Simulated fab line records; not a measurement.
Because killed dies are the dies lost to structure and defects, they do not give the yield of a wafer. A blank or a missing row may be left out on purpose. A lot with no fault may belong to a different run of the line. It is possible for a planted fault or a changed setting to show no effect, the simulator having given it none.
fab line records + flow sky130
[record]
- lots = 6
- wafers = 18
- last_day = 49
route steps=708 shown METAL3@556 PAD_OPEN@708
lots that met no fault: from a run of the same line without faults
start_h: the number of hours between the record's first day and the start of the first shown wafer of the lot + wait_h: how many hours have passed since the lot's step before this one + " same as the row above + L1.1+2: a single row standing in for several wafers + - value missing, or start not given + * or withheld: withheld + < > ~ a bound
route shown NAME@n: names a module that has steps shown in the file, with the first one's number in the route + usual: average and standard deviation across the fault-free wafers + same: alike in all rows + chamber/n: place in a boat + sites: readings site by site + _std_site: standard deviation across them + _edge_site: mean of outer sites minus mean of inner sites + radius_mm: for every site, how far away it sits from the centre of the wafer + mask NAME#n: copy n + behind: the last tool/chamber to shape the wafer + hold: what put the lot on hold/how long, in hours/how the hold closed + device: whichever transistor did not switch (one of n, p or np) + end of line: the route-end tests of the same wafers + for a step that has no rows: nothing shown but its recipe + killed: not the wafer's yield, but the dies lost to structure and defects at the first sort + map: a wafer's dies, x killed, . not, _ none there
set.NAME: setting as actually run; set.NAME@STEP: the setting as run at that earlier step + model.NAME: the simulator's own value behind a step, which no gauge read
lots seen at some steps along the route; tables by step, rows by wafer
services: a tool's chamber out of use, with start hour (start_h, from the record's first day; less than 0 if before it), hours out, and reason
[[steps]]
[step SKY_METAL3_HMDS_06]
[recipe]
- prime_time_s = 60
- prime_temp_c = 120
[step SKY_METAL3_COAT_07]
[recipe]
- resist = BARC
- temp_c = withheld
- time_s = withheld
- spin_rpm = 3000
- resist_thk_nm = 60
[step SKY_METAL3_COAT_08]
[recipe]
- resist = KrF-thick
- spin_rpm = 3000
- resist_thk_nm = 1140
[step SKY_METAL3_SOFTBAKE_09]
[recipe]
- temp_c = 100
- time_s = 90
- resist = KrF-thick
[step SKY_METAL3_EXPOSE_10]
[recipe]
- mask_id = MM3
- na = 0.68
- source_shape = annular
- sigma_inner = 0.4
- sigma_outer = 0.8
- target_cd_nm = 300
- dose_mj = 28
[step SKY_METAL3_PEB_11]
[recipe]
- peb_temp_c = withheld
- peb_time_s = withheld
- resist = KrF-thick
[step SKY_METAL3_DEVELOP_12]
[recipe]
- develop_time_s = 60
- resist = KrF-thick
- dev_temp_c = 21
[step SKY_METAL3_CD_MEAS_13]
[recipe]
- target_cd_nm = 300
[usual]
- cd_nm = 299.8/1.5
| lot.wafer | tool      | chamber | start_h | wait_h | cd_nm |
|-----------|-----------|---------|---------|--------|-------|
| L869.1    | cd_sem-02 | -       | 885.27  | -      | 300.1 |
| L869.2    | "         | -       | "       | "      | 301.2 |
| L869.3    | "         | -       | "       | "      | 299.3 |
| L874.2    | cd_sem-02 | -       | 925.30  | -      | 297.0 |
| L874.3    | "         | -       | "       | "      | 299.4 |
| L874.4    | "         | -       | "       | "      | 299.7 |
| L875.2    | cd_sem-02 | -       | 937.66  | -      | 297.2 |
| L875.3    | "         | -       | "       | "      | 298.5 |
| L875.5    | "         | -       | "       | "      | 297.3 |
| L876.1    | cd_sem-02 | -       | 941.78  | -      | 300.4 |
| L876.2    | "         | -       | "       | "      | 300.6 |
| L876.3    | "         | -       | "       | "      | 300.4 |
| L886.2    | cd_sem-01 | -       | 1017.92 | -      | 296.4 |
| L886.3    | "         | -       | "       | "      | 298.1 |
| L886.5    | "         | -       | "       | "      | 297.4 |
| L891.1    | cd_sem-02 | -       | 1044.35 | -      | 300.6 |
| L891.3    | "         | -       | "       | "      | 300.7 |
| L891.5    | "         | -       | "       | "      | 300.5 |
[step SKY_METAL3_OVL_MEAS_14]
[usual]
- METAL3_OVL = 2/5.6
| lot.wafer | tool       | chamber | start_h | wait_h | METAL3_OVL[nm] |
|-----------|------------|---------|---------|--------|----------------|
| L869.1    | overlay-01 | -       | 885.39  | 0.1    | -3             |
| L869.2    | "          | -       | "       | "      | -5             |
| L869.3    | "          | -       | "       | "      | 1              |
| L874.2    | overlay-01 | -       | 925.41  | 0.1    | 1              |
| L874.3    | "          | -       | "       | "      | -1             |
| L874.4    | "          | -       | "       | "      | 7              |
| L875.2    | overlay-01 | -       | 937.76  | 0.1    | 5              |
| L875.3    | "          | -       | "       | "      | 8              |
| L875.5    | "          | -       | "       | "      | 8              |
| L876.1    | overlay-02 | -       | 941.90  | 0.1    | -1             |
| L876.2    | "          | -       | "       | "      | 2              |
| L876.3    | "          | -       | "       | "      | -4             |
| L886.2    | overlay-02 | -       | 1018.03 | 0.1    | 16             |
| L886.3    | "          | -       | "       | "      | 10             |
| L886.5    | "          | -       | "       | "      | 11             |
| L891.1    | overlay-01 | -       | 1044.47 | 0.1    | -4             |
| L891.3    | "          | -       | "       | "      | -10            |
| L891.5    | "          | -       | "       | "      | -9             |
[step SKY_METAL3_DESCUM_15]
[recipe]
- chemistry = O2
- source_power_w = 150
- bias_power_w = 0
- pressure_mtorr = 10
- temp_c = 40
- time_s = 8
[usual]
- drypump_motor_current_A = 5.96/0.22
- oes_product_au = 1.000/0.0099
[same]
- bias_power_w = 0
| lot.wafer | tool         | chamber | start_h | wait_h | drypump_motor_current_A | oes_product_au | rf_hours_counter_h |
|-----------|--------------|---------|---------|--------|-------------------------|----------------|--------------------|
| L869.1    | rie_metal-04 | 0       | 885.43  | 0.0    | 5.72                    | 1.005          | 3                  |
| L869.2    | "            | 1       | "       | "      | 5.78                    | 0.980          | 4                  |
| L869.3    | "            | 1       | "       | "      | 5.76                    | 0.987          | -                  |
| L874.2    | rie_metal-03 | 1       | 925.44  | 0.0    | 5.85                    | 1.002          | 16                 |
| L874.3    | "            | 1       | "       | "      | 5.86                    | 1.004          | -                  |
| L874.4    | "            | 0       | "       | "      | 6.16                    | 1.012          | -                  |
| L875.2    | rie_metal-04 | 1       | 937.79  | 0.0    | 5.77                    | 0.989          | 7                  |
| L875.3    | "            | 0       | "       | "      | 5.72                    | 0.988          | -                  |
| L875.5    | "            | 0       | "       | "      | 5.72                    | 0.997          | -                  |
| L876.1    | rie_metal-03 | 1       | 941.94  | 0.0    | 5.88                    | 0.999          | 17                 |
| L876.2    | "            | 0       | "       | "      | 6.12                    | 1.012          | 13                 |
| L876.3    | "            | 1       | "       | "      | 5.85                    | 1.002          | -                  |
| L886.2    | rie_metal-01 | 1       | 1018.06 | 0.0    | 6.17                    | 0.986          | 20                 |
| L886.3    | "            | 0       | "       | "      | 6.31                    | 0.989          | -                  |
| L886.5    | "            | 0       | "       | "      | 6.31                    | 0.999          | -                  |
| L891.1    | rie_metal-01 | 1       | 1044.51 | 0.0    | 6.16                    | 0.990          | 22                 |
| L891.3    | "            | 1       | "       | "      | 6.17                    | 0.992          | -                  |
| L891.5    | "            | 0       | "       | "      | 6.34                    | 0.989          | -                  |
[step SKY_METAL3_ETCH_16]
[recipe]
- chemistry = N2/H2
- target = BARC
- ion_energy_ev = 200
- bias_w = 100
- pressure_mtorr = 30
- n2_flow_sccm = 100
- h2_flow_sccm = 200
- icp_w = 500
- stop_on = SiO2
- time_s = 88.2
- target_depth_a = 600
[usual]
- bias_w = 100.0/0.31
- drypump_motor_current_A = 5.96/0.21
- h2_flow_sccm = 200.0/0.58
- oes_product_au = 0.625/0.0044
- throttle_valve_pct = 13.207/0.0095
| lot.wafer | tool         | chamber | start_h | wait_h | bias_w | drypump_motor_current_A | h2_flow_sccm | oes_product_au | rf_hours_counter_h | throttle_valve_pct |
|-----------|--------------|---------|---------|--------|--------|-------------------------|--------------|----------------|--------------------|--------------------|
| L869.1    | rie_metal-04 | 0       | 885.46  | 0.0    | 99.8   | 5.72                    | 200.3        | 0.628          | 3                  | 13.221             |
| L869.2    | "            | 1       | "       | "      | 100.5  | 5.80                    | 200.4        | 0.626          | 4                  | 13.210             |
| L869.3    | "            | 1       | "       | "      | 99.5   | 5.79                    | 200.4        | 0.626          | -                  | 13.217             |
| L874.2    | rie_metal-03 | 1       | 925.47  | 0.0    | 100.5  | 5.89                    | 199.7        | 0.630          | 16                 | 13.217             |
| L874.3    | "            | 1       | "       | "      | 99.8   | 5.90                    | 199.4        | 0.625          | -                  | 13.221             |
| L874.4    | "            | 0       | "       | "      | 100.3  | 6.16                    | 199.5        | 0.627          | -                  | 13.200             |
| L875.2    | rie_metal-04 | 1       | 937.82  | 0.0    | 99.3   | 5.77                    | 200.6        | 0.621          | 7                  | 13.216             |
| L875.3    | "            | 0       | "       | "      | 99.5   | 5.70                    | 201.2        | 0.621          | -                  | 13.211             |
| L875.5    | "            | 0       | "       | "      | 99.8   | 5.69                    | 201.1        | 0.624          | -                  | 13.208             |
| L876.1    | rie_metal-03 | 1       | 941.97  | 0.0    | 99.6   | 5.88                    | 200.1        | 0.627          | 17                 | 13.207             |
| L876.2    | "            | 0       | "       | "      | 100.1  | 6.19                    | 199.9        | 0.625          | 13                 | 13.208             |
| L876.3    | "            | 1       | "       | "      | 99.9   | 5.88                    | 200.6        | 0.623          | -                  | 13.205             |
| L886.2    | rie_metal-01 | 1       | 1018.09 | 0.0    | 100.3  | 6.13                    | 200.5        | 0.629          | 20                 | 13.183             |
| L886.3    | "            | 0       | "       | "      | 99.9   | 6.34                    | 200.5        | 0.625          | -                  | 13.214             |
| L886.5    | "            | 0       | "       | "      | 99.9   | 6.33                    | 200.5        | 0.614          | -                  | 13.213             |
| L891.1    | rie_metal-01 | 1       | 1044.54 | 0.0    | 99.8   | 6.16                    | 200.1        | 0.626          | 22                 | 13.210             |
| L891.3    | "            | 1       | "       | "      | 100.2  | 6.16                    | 200.4        | 0.629          | -                  | 13.213             |
| L891.5    | "            | 0       | "       | "      | 99.9   | 6.34                    | 199.6        | 0.628          | -                  | 13.216             |
[step SKY_METAL3_ETCH_17]
[recipe]
- target = SiO2
- stop_on = TiN
- chemistry = C4F8/O2/Ar
- source_w = 1500
- bias_w = 1200
- pressure_mtorr = 40
- c4f8_flow_sccm = withheld
- O2_flow_sccm = 6
- Ar_flow_sccm = 300
- time_s = 3.9
- target_depth_a = 150
[usual]
- bias_w = 1200/3.7
- oes_product_au = 0.753/0.0072
| lot.wafer | tool        | chamber | start_h | wait_h | bias_w | oes_product_au | rf_hours_counter_h |
|-----------|-------------|---------|---------|--------|--------|----------------|--------------------|
| L869.1    | rie_diel-01 | 0       | 885.56  | 0.1    | 1202   | 0.744          | 26                 |
| L869.2    | "           | 1       | "       | "      | 1203   | 0.750          | 9                  |
| L869.3    | "           | 2       | "       | "      | 1200   | 0.762          | 9                  |
| L874.2    | rie_diel-01 | 2       | 925.57  | 0.1    | 1200   | 0.756          | 10                 |
| L874.3    | "           | 3       | "       | "      | 1205   | 0.754          | 20                 |
| L874.4    | "           | 1       | "       | "      | 1204   | 0.763          | -                  |
| L875.2    | rie_diel-03 | 3       | 937.92  | 0.1    | 1197   | 0.740          | 8                  |
| L875.3    | "           | 1       | "       | "      | 1201   | 0.738          | 13                 |
| L875.5    | "           | 2       | "       | "      | 1200   | 0.749          | -                  |
| L876.1    | rie_diel-02 | 1       | 942.07  | 0.1    | 1193   | 0.746          | 6                  |
| L876.2    | "           | 2       | "       | "      | 1198   | 0.751          | 15                 |
| L876.3    | "           | 0       | "       | "      | 1203   | 0.747          | 18                 |
| L886.2    | rie_diel-02 | 3       | 1018.19 | 0.1    | 1199   | 0.743          | 2                  |
| L886.3    | "           | 2       | "       | "      | 1201   | 0.734          | 18                 |
| L886.5    | "           | 2       | "       | "      | 1205   | 0.750          | -                  |
| L891.1    | rie_diel-01 | 2       | 1044.64 | 0.1    | 1208   | 0.752          | 15                 |
| L891.3    | "           | 1       | "       | "      | 1208   | 0.742          | 14                 |
| L891.5    | "           | 2       | "       | "      | 1200   | 0.752          | -                  |
[step SKY_METAL3_METAL_ETCH_18]
[recipe]
- target_depth_a = 8450
- stop_on = SiO2
- over_etch_frac = 0.3
- time_s = 183.1
- chemistry = Cl2/BCl3
- resist_sidewall_deg = 88
- pressure_mtorr = 10
- icp_w = 900
- bias_w = 48.5
- Cl2_flow_sccm = 60
- bcl3_flow_sccm = 30
[usual]
- bcl3_flow_sccm = 30.00/0.088
- bias_w = 48.51/0.14
- drypump_motor_current_A = 6.01/0.23
- oes_product_au = 0.867/0.007
- throttle_valve_pct = 22.264/0.0099
| lot.wafer | tool         | chamber | start_h | wait_h | bcl3_flow_sccm | bias_w | drypump_motor_current_A | oes_product_au | rf_hours_counter_h | throttle_valve_pct | model.KrF-thick_of_METAL3_COAT_08.thk_nm | model.SiO2_of_VIA2_HDPCVD_00.thk_nm |
|-----------|--------------|---------|---------|--------|----------------|--------|-------------------------|----------------|--------------------|--------------------|------------------------------------------|-------------------------------------|
| L869.1    | rie_metal-03 | 1       | 885.58  | 0.0    | 29.94          | 48.55  | 5.90                    | 0.859          | 14                 | 22.251             | 522.5                                    | 467.2                               |
| L869.2    | "            | 0       | "       | "      | 29.94          | 48.49  | 6.16                    | 0.858          | 10                 | 22.281             | 517.4                                    | 467.2                               |
| L869.3    | "            | 1       | "       | "      | 29.97          | 48.41  | 5.88                    | 0.863          | -                  | 22.254             | 523.9                                    | 467                                 |
| L874.2    | rie_metal-01 | 0       | 925.59  | 0.0    | 29.90          | 48.42  | 6.34                    | 0.861          | 8                  | 22.269             | 540.2                                    | 467.4                               |
| L874.3    | "            | 1       | "       | "      | 29.94          | 48.60  | 6.19                    | 0.860          | -                  | 22.254             | 538.2                                    | 467.8                               |
| L874.4    | "            | 0       | "       | "      | 29.97          | 48.41  | 6.32                    | 0.873          | -                  | 22.281             | 535.5                                    | 467.4                               |
| L875.2    | rie_metal-01 | 1       | 937.94  | 0.0    | 29.87          | 48.59  | 6.16                    | 0.878          | 16                 | 22.271             | 533.9                                    | 466.7                               |
| L875.3    | "            | 0       | "       | "      | 29.94          | 59.21  | 6.32                    | 0.874          | -                  | 22.263             | 485.7                                    | 462.8                               |
| L875.5    | "            | 0       | "       | "      | 29.90          | 59.23  | 6.32                    | 0.868          | -                  | 22.270             | 486.4                                    | 461.9                               |
| L876.1    | rie_metal-01 | 1       | 942.09  | 0.0    | 29.99          | 48.61  | 6.14                    | 0.870          | 16                 | 22.263             | 531.5                                    | 464.4                               |
| L876.2    | "            | 0       | "       | "      | 30.03          | 58.77  | 6.33                    | 0.873          | 9                  | 22.238             | 481.5                                    | 461.8                               |
| L876.3    | "            | 1       | "       | "      | 30.00          | 48.50  | 6.16                    | 0.885          | -                  | 22.262             | 530.9                                    | 464.4                               |
| L886.2    | rie_metal-03 | 1       | 1018.21 | 0.0    | 29.94          | 48.55  | 5.86                    | 0.864          | 22                 | 22.271             | 526.3                                    | 465.9                               |
| L886.3    | "            | 0       | "       | "      | 29.96          | 48.53  | 6.14                    | 0.871          | -                  | 22.279             | 513.1                                    | 464                                 |
| L886.5    | "            | 1       | "       | "      | 29.95          | 48.58  | 5.86                    | 0.868          | -                  | 22.265             | 526.5                                    | 464.6                               |
| L891.1    | rie_metal-04 | 1       | 1044.66 | 0.0    | 30.06          | 48.47  | 5.77                    | 0.863          | 12                 | 22.273             | 541.5                                    | 466.6                               |
| L891.3    | "            | 1       | "       | "      | 30.00          | 48.66  | 5.77                    | 0.871          | -                  | 22.239             | 539.5                                    | 464.7                               |
| L891.5    | "            | 0       | "       | "      | 29.93          | 48.59  | 5.72                    | 0.869          | -                  | 22.252             | 533.5                                    | 464.7                               |
[step SKY_METAL3_STRIP_19]
[recipe]
- chemistry = O2/N2
- power_w = 1400
- pressure_mtorr = 1500
- platen_temp_c = withheld
- o2_flow_sccm = 3000
- n2_flow_sccm = 300
- overash_fraction = 0.5
[usual]
- drypump_motor_current_A = 5.7/0.38
- oes_product_au = 0.504/0.006
- strip_time_to_endpoint_s = 6.57/0.092
| lot.wafer | tool            | chamber | start_h | wait_h | drypump_motor_current_A | oes_product_au | rf_hours_counter_h | strip_time_to_endpoint_s |
|-----------|-----------------|---------|---------|--------|-------------------------|----------------|--------------------|--------------------------|
| L869.1    | plasma_asher-02 | 0       | 885.76  | 0.1    | 5.1                     | 0.498          | 45                 | 6.49                     |
| L869.2    | "               | 1       | "       | "      | 6.0                     | 0.497          | 45                 | 6.44                     |
| L869.3    | "               | 0       | "       | "      | 5.2                     | 0.498          | -                  | 6.49                     |
| L874.2    | plasma_asher-02 | 1       | 925.77  | 0.1    | 6.0                     | 0.509          | 49                 | 6.64                     |
| L874.3    | "               | 1       | "       | "      | 6.0                     | 0.507          | -                  | 6.63                     |
| L874.4    | "               | 0       | "       | "      | 5.2                     | 0.503          | -                  | 6.62                     |
| L875.2    | plasma_asher-02 | 1       | 938.12  | 0.1    | 6.0                     | 0.500          | 50                 | 6.62                     |
| L875.3    | "               | 1       | "       | "      | 6.0                     | 0.484          | -                  | 6.12                     |
| L875.5    | "               | 0       | "       | "      | 5.1                     | 0.480          | -                  | 6.13                     |
| L876.1    | plasma_asher-01 | 0       | 942.27  | 0.1    | 6.0                     | 0.496          | 112                | 6.56                     |
| L876.2    | "               | 1       | "       | "      | 5.7                     | 0.492          | 112                | 6.10                     |
| L876.3    | "               | 1       | "       | "      | 5.7                     | 0.502          | -                  | 6.57                     |
| L886.2    | plasma_asher-04 | 0       | 1018.38 | 0.1    | 6.1                     | 0.498          | 27                 | 6.53                     |
| L886.3    | "               | 0       | "       | "      | 6.1                     | 0.491          | -                  | 6.39                     |
| L886.5    | "               | 0       | "       | "      | 6.1                     | 0.505          | -                  | 6.53                     |
| L891.1    | plasma_asher-04 | 1       | 1044.83 | 0.1    | 5.4                     | 0.504          | 29                 | 6.68                     |
| L891.3    | "               | 0       | "       | "      | 6.1                     | 0.501          | -                  | 6.66                     |
| L891.5    | "               | 1       | "       | "      | 5.4                     | 0.499          | -                  | 6.61                     |
[step SKY_METAL3_STRIP_20]
[recipe]
- chemistry = post_etch_residue_remover
- time_s = 1200
- temp_c = 72.5
[step SKY_PAD_OPEN_PROBE_99]
[usual]
- defect_limited_yield = 82.3/1.8
- killed_at_M0_to_M3 = 44/7.2
- killed_at_M4_up = 3.1/1.8
- killed_at_contacts = 24/4.5
- killed_at_front_end = 16/4.4
- killed_at_other = 0.2/0.42
- killed_dies = 87/8.9
- killed_open = 48/6.4
- killed_short = 39/6.2
- sort_bin_3_pad_short = 0.9/0.46
- sort_bin_5_function = 10.5/1.6
- sort_bin_6_memory = 6.3/1.1
- sort_n_pass = 405/8.9
- sort_yield_pct = 82.3/1.8
[same]
- gross_dies = 492
- killed_at_back_side = 0
- sort_bin_4_leakage[%] = 0
- sort_bin_8_speed[%] = 0
| lot.wafer | tool      | chamber | start_h | wait_h | defect_limited_yield[%] | killed_at_M0_to_M3 | killed_at_M4_up | killed_at_contacts | killed_at_front_end | killed_at_other | killed_dies | killed_open | killed_short | sort_bin_3_pad_short[%] | sort_bin_5_function[%] | sort_bin_6_memory[%] | sort_n_pass | sort_yield_pct[%] |
|-----------|-----------|---------|---------|--------|-------------------------|--------------------|-----------------|--------------------|---------------------|-----------------|-------------|-------------|--------------|-------------------------|------------------------|----------------------|-------------|-------------------|
| L869.1    | prober-01 | -       | 1053.83 | 0.1    | 79.1                    | 51                 | 3               | 26                 | 23                  | 0               | 103         | 66          | 37           | 0.4                     | 13.6                   | 6.9                  | 389         | 79.1              |
| L869.2    | prober-01 | -       | 1053.88 | 0.1    | 83.1                    | 49                 | 1               | 19                 | 14                  | 0               | 83          | 43          | 40           | 1.6                     | 10.2                   | 5.1                  | 409         | 83.1              |
| L869.3    | prober-01 | -       | 1053.93 | 0.2    | 82.7                    | 39                 | 2               | 30                 | 14                  | 0               | 85          | 52          | 33           | 1.0                     | 10.4                   | 5.9                  | 407         | 82.7              |
| L886.2    | prober-02 | -       | 1163.58 | 0.1    | 80.9                    | 47                 | 3               | 24                 | 20                  | 0               | 94          | 54          | 40           | 1.6                     | 11.0                   | 6.5                  | 398         | 80.9              |
| L886.3    | prober-02 | -       | 1163.63 | 0.2    | 80.1                    | 53                 | 4               | 29                 | 12                  | 0               | 98          | 46          | 52           | 1.6                     | 10.8                   | 7.5                  | 394         | 80.1              |
| L886.5    | prober-02 | -       | 1163.73 | 0.2    | 83.7                    | 44                 | 2               | 17                 | 17                  | 0               | 80          | 47          | 33           | 0.6                     | 8.9                    | 6.7                  | 412         | 83.7              |
| L891.1    | prober-01 | -       | 1187.67 | 0.1    | 84.3                    | 40                 | 1               | 16                 | 19                  | 1               | 77          | 40          | 37           | 0                       | 9.1                    | 6.5                  | 415         | 84.3              |
| L891.3    | prober-01 | -       | 1187.77 | 0.2    | 82.7                    | 43                 | 4               | 22                 | 16                  | 0               | 85          | 44          | 41           | 1.2                     | 10.8                   | 5.3                  | 407         | 82.7              |
| L891.5    | prober-01 | -       | 1187.87 | 0.2    | 82.1                    | 37                 | 0               | 29                 | 21                  | 1               | 88          | 49          | 39           | 1.0                     | 11.0                   | 5.9                  | 404         | 82.1              |
// killed by level:class
L869.1 VIA1:geometric_particle:open=15 CONTACT:geometric_particle:open=14 VIA3:geometric_particle:open=7 LI_CONTACT:geometric_particle:open=7 VIA1:geometric_particle:short=7 FIELD_ISO:geometric_particle:open=5 POLY_GATE:geometric_particle:open=5 POLY_GATE:geometric_particle:short=5
L869.2 VIA1:geometric_particle:open=12 VIA3:geometric_particle:open=9 LI_CONTACT:geometric_particle:open=6 CONTACT:geometric_particle:open=6 METAL1:geometric_particle:short=6 METAL2:geometric_particle:short=5 VIA3:geometric_particle:short=5 POLY_GATE:geometric_particle:open=4
L869.3 CONTACT:geometric_particle:open=12 VIA1:geometric_particle:open=11 LI_CONTACT:geometric_particle:open=8 VIA3:geometric_particle:open=6 VIA1:geometric_particle:short=6 LI_CONTACT:geometric_particle:short=5 VIA2:geometric_particle:open=4 FIELD_ISO:geometric_particle:open=3
L886.2 VIA1:geometric_particle:open=18 FIELD_ISO:geometric_particle:short=7 FIELD_ISO:geometric_particle:open=7 VIA1:geometric_particle:short=7 LI_CONTACT:geometric_particle:open=7 CONTACT:geometric_particle:open=7 VIA3:geometric_particle:open=6 CONTACT:geometric_particle:short=5
L886.3 VIA1:geometric_particle:open=14 CONTACT:geometric_particle:open=12 VIA1:geometric_particle:short=9 LI_CONTACT:geometric_particle:open=7 METAL1:geometric_particle:short=7 POLY_GATE:geometric_particle:short=5 METAL2:geometric_particle:short=5 LI_CONTACT:geometric_particle:short=4
L886.5 VIA1:geometric_particle:open=11 VIA1:geometric_particle:short=10 FIELD_ISO:geometric_particle:open=7 CONTACT:geometric_particle:open=6 VIA3:geometric_particle:open=6 LI_CONTACT:geometric_particle:open=4 METAL1:geometric_particle:short=4 METAL2:geometric_particle:short=4
L891.1 VIA1:geometric_particle:open=9 LI_CONTACT:geometric_particle:open=8 METAL1:geometric_particle:short=7 METAL2:geometric_particle:short=5 VIA1:geometric_particle:short=5 POLY_GATE:geometric_particle:open=4 POLY_GATE:geometric_particle:short=4 CONTACT:geometric_particle:open=4
L891.3 VIA1:geometric_particle:open=10 CONTACT:geometric_particle:open=8 VIA1:geometric_particle:short=8 LI_CONTACT:geometric_particle:open=5 FIELD_ISO:geometric_particle:open=4 SPACER:geometric_particle:short=4 CONTACT:geometric_particle:short=4 METAL1:geometric_particle:short=4
L891.5 CONTACT:geometric_particle:open=9 VIA1:geometric_particle:open=9 LI_CONTACT:geometric_particle:open=7 VIA2:geometric_particle:open=7 CONTACT:geometric_particle:short=7 FIELD_ISO:geometric_particle:short=6 METAL2:geometric_particle:short=5 FIELD_ISO:geometric_particle:open=4
[[services]]
| tool            | chamber | start_h | hours | kind           |
|-----------------|---------|---------|-------|----------------|
| rie_diel-03     | 2       | 866.94  | 6.9   | repair         |
| rie_metal-04    | -       | 870.87  | 4.3   | pm             |
| rie_diel-01     | 1       | 878.52  | 4.6   | repair         |
| rie_diel-02     | -       | 897.13  | 15.6  | pm             |
| rie_diel-01     | 0       | 919.80  | 9.6   | repair         |
| plasma_asher-04 | -       | 920.49  | 6.0   | repair         |
| rie_diel-03     | 0       | 924.23  | 1.4   | repair         |
| rie_diel-01     | 1       | 929.23  | 6.2   | repair         |
| rie_diel-02     | 3       | 934.50  | -     | clean          |
| rie_diel-02     | 3       | 934.50  | 20.6  | scheduled_down |
| rie_diel-01     | 0       | 935.40  | -     | clean          |
| rie_diel-01     | 0       | 935.40  | 19.0  | scheduled_down |
| rie_diel-01     | 0       | 935.40  | 19.0  | vent_cycle     |
| rie_diel-03     | 3       | 944.93  | 4.6   | repair         |
| rie_diel-03     | 1       | 946.84  | 4.6   | repair         |
| rie_diel-01     | -       | 976.24  | 0.7   | repair         |
| rie_diel-03     | 0       | 986.58  | 2.5   | repair         |
| rie_diel-03     | 2       | 986.94  | 7.5   | repair         |
| rie_diel-02     | -       | 988.51  | 0.8   | repair         |
| rie_metal-04    | -       | 997.46  | 1.0   | repair         |
| rie_metal-03    | -       | 1000.16 | 0.3   | repair         |
| rie_diel-03     | 1       | 1032.96 | 5.8   | repair         |
| rie_diel-03     | -       | 1035.52 | 1.1   | repair         |
| rie_diel-01     | 3       | 1043.40 | 6.0   | repair         |
[[key]]
[first_sign]
- step = SKY_METAL3_METAL_ETCH_18
- reading = bias_w
- direction = up
- sigmas = 74
- usual = 48.51
- struck = 59.07
[effect]
- step = SKY_METAL3_STRIP_19
- reading = strip_time_to_endpoint_s
- direction = down
- sigmas = 4.9
- usual = *
- struck = *
[model_effect]
- step = SKY_METAL3_METAL_ETCH_18
- value = KrF-thick_of_METAL3_COAT_08.thk_nm
- without = 532.6
- struck = 484.5
met_at SKY_METAL3_METAL_ETCH_18
struck_wafers L875.3,L875.5,L876.2
onset_between 925.59 937.94
[fault]
- kind = process_parameter_drift
- tool = rie_metal-01
- chamber = 0
- onset_h = 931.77
- steps = SKY_METAL3_METAL_ETCH_18
- channel = bias_w
- offset = 10.54
- shape = step
- end_h = 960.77
- acts_in = these_recipes_only
- stated = 48.5
